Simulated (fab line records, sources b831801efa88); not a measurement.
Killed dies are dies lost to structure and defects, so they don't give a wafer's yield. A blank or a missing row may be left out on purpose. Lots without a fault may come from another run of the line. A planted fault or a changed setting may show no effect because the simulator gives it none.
fab line records | flow sky130
record lots=6 wafers=18 last_day=50
route steps=708 shown CAPM@550 METAL3@555
lots that met no fault: from a run of the same line without faults
start_h: hours from the record's first day to the start of the lot's first wafer shown | wait_h: hours since the lot's step before | " the same as in the row above | L1.1+2: a row that stands for several wafers | - no value, or no start given | * or withheld: withheld | < > ~ a bound
route shown NAME@n: a module of which the file shows steps, and the number in the route of the first | usual: mean/standard deviation of fault-free wafers | same: alike in all rows | chamber/n: place in a boat | sites: the reading at each site | _std_site: their standard deviation | _edge_site: outer sites' mean less inner sites' | radius_mm: how far each site lies from the wafer's centre | mask NAME#n: copy n | behind: the tool/chamber that last shaped the wafer | hold: why the lot was held/for how many hours/how that ended | device: the transistor (n, p or np) that didn't switch | end of line: the same wafers' tests at the end of the route | a step without rows: its recipe alone | killed: dies lost to structure and defects at the first sort, not the wafer's yield | map: a wafer's dies, x killed, . not, _ none there
set.NAME: the setting as run; set.NAME@STEP: as run at that earlier step | model.NAME: the simulator's own value behind a step, which no gauge read
lots at some steps of the route; a table a step, a row a wafer
services: from which hour (start_h, from the record's first day; less than 0 if before it) a tool's chamber was out of use, for how many hours, and why
## steps
# step SKY_CAPM_METAL_ETCH_13
# recipe target_depth_nm=220 stop_on=SiO2 chemistry=Cl2/BCl3 target=TiN pressure_mtorr=10 icp_w=900 bias_w=48.5 Cl2_flow_sccm=60 bcl3_flow_sccm=30 time_s=62.9
# usual drypump_motor_current_A=5.8/0.4 oes_product_au=0.937/0.0071 throttle_valve_pct=21.904/0.0086
# columns lot.wafer tool chamber start_h wait_h drypump_motor_current_A oes_product_au rf_hours_counter_h throttle_valve_pct
L996.2 rie_metal-03 1 926.11 0.0 5.7 0.940 20 21.914
L996.3 " 1 " " 5.7 0.937 - 21.890
L996.4 " 0 " " 5.7 0.942 - 21.907
L995.1 rie_metal-04 0 930.12 0.0 5.9 0.944 2 21.901
L995.2 " 1 " " 6.3 0.952 5 21.898
L995.6 " 0 " " 5.9 0.932 - 21.910
L994.2 rie_metal-01 1 931.02 0.0 5.9 0.935 15 21.921
L994.3 " 1 " " 5.9 0.936 - 21.904
L994.4 " 0 " " 5.2 0.936 - 21.921
L102.1 rie_metal-01 1 965.26 0.0 5.9 0.928 17 21.910
L102.2 " 0 " " 5.2 0.927 13 21.901
L102.6 " 0 " " 5.2 0.928 - 21.902
L110.3 rie_metal-03 0 1015.97 0.1 5.7 0.946 - 21.903
L110.4 " 0 " " 5.7 0.939 - 21.898
L110.5 " 0 " " 5.7 0.934 - 21.906
L111.1 rie_metal-01 0 1032.93 0.0 5.2 0.943 16 21.897
L111.3 " 0 " " 5.2 0.938 - 21.896
L111.6 " 1 " " 5.9 0.943 - 21.919
# step SKY_CAPM_STRIP_14
# recipe chemistry=O2/N2 power_w=1400 pressure_mtorr=1500 platen_temp_c=withheld o2_flow_sccm=3000 n2_flow_sccm=300 overash_fraction=0.5
# usual drypump_motor_current_A=5.8/0.47 oes_product_au=0.711/0.0045 strip_time_to_endpoint_s=12.68/0.045
# columns lot.wafer tool chamber start_h wait_h drypump_motor_current_A oes_product_au rf_hours_counter_h strip_time_to_endpoint_s
L996.2 plasma_asher-02 1 926.19 0.1 5.7 0.707 50 12.71
L996.3 " 0 " " 4.9 0.717 - 12.66
L996.4 " 1 " " 5.7 0.704 - 12.72
L995.1 plasma_asher-03 0 930.20 0.1 5.9 0.714 77 12.69
L995.2 " 1 " " 5.7 0.710 77 12.70
L995.6 " 1 " " 5.7 0.709 - 12.66
L994.2 plasma_asher-02 0 931.10 0.1 4.9 0.714 51 12.63
L994.3 " 1 " " 5.7 0.712 - 12.70
L994.4 " 0 " " 4.9 0.706 - 12.72
L102.1 plasma_asher-01 1 965.34 0.1 6.3 0.711 117 12.70
L102.2 " 0 " " 6.1 0.710 117 12.72
L102.6 " 1 " " 6.4 0.714 - 12.73
L110.3 plasma_asher-03 0 1016.10 0.1 6.0 0.713 - 12.67
L110.4 " 1 " " 5.7 0.717 - 12.68
L110.5 " 0 " " 6.0 0.725 - 12.63
L111.1 plasma_asher-01 0 1033.00 0.1 6.2 0.711 123 12.72
L111.3 " 1 " " 6.3 0.717 - 12.70
L111.6 " 1 " " 6.3 0.711 - 12.60
# step SKY_CAPM_STRIP_15
# recipe chemistry=post_etch_residue_remover time_s=1200 temp_c=72.5
# step SKY_CAPM_CLEAN_16
# recipe chemistry=IPA time_s=180 temp_c=25
# step SKY_CAPM_CLEAN_17
# recipe chemistry=O3/DIW dry=n2_spin
# step SKY_METAL3_DEHYDRATE_05
# recipe temp_c=200 time_s=60
# step SKY_METAL3_HMDS_06
# recipe prime_time_s=60 prime_temp_c=120
# step SKY_METAL3_COAT_07
# recipe resist=BARC temp_c=withheld time_s=withheld spin_rpm=3000 resist_thk_nm=60
# step SKY_METAL3_COAT_08
# recipe resist=KrF-thick spin_rpm=3000 resist_thk_nm=1140
# step SKY_METAL3_SOFTBAKE_09
# recipe temp_c=100 time_s=90 resist=KrF-thick
# step SKY_METAL3_EXPOSE_10
# recipe mask_id=MM3 na=0.68 source_shape=annular sigma_inner=0.4 sigma_outer=0.8 target_cd_nm=300 dose_mj=28
# step SKY_METAL3_PEB_11
# recipe peb_temp_c=withheld peb_time_s=withheld resist=KrF-thick
# step SKY_METAL3_DEVELOP_12
# recipe develop_time_s=60 resist=KrF-thick dev_temp_c=21
# usual chill_plate_temp_C=23.01/0.1 develop_time_s=60/0
# columns lot.wafer tool chamber start_h wait_h chill_plate_temp_C develop_time_s model.KrF-thick_of_METAL3_COAT_08.thk_nm
L996.2 litho_track-04 - 950 - - - 1145
L996.3 " - " " - - 1140
L996.4 " - " " - - 1143
L995.1 litho_track-01 - 955 - - - 1143
L995.2 " - " " - - 1144
L995.6 " - " " - - 1141
L994.2 litho_track-01 0 955 - 22.97 60 1129
L994.3 " 0 " " 22.85 60 1124
L994.4 " 0 " " 23.02 60 1126
L102.1 litho_track-03 0 988 - 23.04 60 1124
L102.2 " 0 " " 23.09 60 1123
L102.6 " 0 " " 23.05 60 1127
L110.3 litho_track-04 0 1039 - 22.81 60 1126
L110.4 " 0 " " 22.96 60 1125
L110.5 " 0 " " 22.98 60 1122
L111.1 litho_track-03 0 1054 - 22.85 60 1126
L111.3 " 0 " " 23.01 60 1122
L111.6 " 0 " " 23.07 60 1125
# step SKY_METAL3_CD_MEAS_13
# recipe target_cd_nm=300
# usual cd_nm=299.9/1.1
# columns lot.wafer tool chamber start_h wait_h cd_nm
L996.2 cd_sem-02 - 950.77 - -
L996.3 " - " " -
L996.4 " - " " -
L995.1 cd_sem-01 - 955.29 - -
L995.2 " - " " -
L995.6 " - " " -
L994.2 cd_sem-01 - 956.01 - 300.9
L994.3 " - " " 300.5
L994.4 " - " " 299.8
L102.1 cd_sem-01 - 988.98 - 300.5
L102.2 " - " " 300.9
L102.6 " - " " 300.5
L110.3 cd_sem-01 - 1039.14 - 300.4
L110.4 " - " " 298.9
L110.5 " - " " 301.2
L111.1 cd_sem-02 - 1054.98 - 299.6
L111.3 " - " " 299.1
L111.6 " - " " 298.8
## services
# columns tool chamber start_h hours kind
rie_metal-03 - 909.53 0.4 repair
plasma_asher-01 - 957.25 1.2 repair
plasma_asher-01 - 968.18 7.1 repair
plasma_asher-03 - 986.46 5.3 repair
rie_metal-03 1 1001.64 - clean
rie_metal-03 1 1001.64 18.4 scheduled_down
rie_metal-03 1 1001.64 18.4 vent_cycle
plasma_asher-03 - 1011.52 2.3 repair
## key
first_sign step=SKY_METAL3_DEVELOP_12 reading=tool_record direction=missing
effect none on later readings
model_effect step=SKY_METAL3_DEVELOP_12 value=KrF-thick_of_METAL3_COAT_08.thk_nm without=1129 struck=1143
met_at SKY_METAL3_DEVELOP_12
struck_wafers L995.1,L995.2,L995.6,L996.2,L996.3,L996.4
later_rows_left_out L995.1,L995.2,L995.6,L996.2,L996.3,L996.4
sort_left_out L995.1,L995.2,L995.6,L996.2,L996.3,L996.4
fault kind=skipped_step_whole tool=litho_track-01,litho_track-04 chamber=- onset_h=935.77 steps=SKY_METAL3_DEVELOP_12 scope=struck_lots_only
# sort_left_out: the simulated sort isn't trusted on such a fault, so these wafers' sort isn't shown, and their yield isn't known
# later_rows_left_out: the simulator's readings of these wafers behind a module that went badly wrong aren't trusted and aren't shown, but for the sort
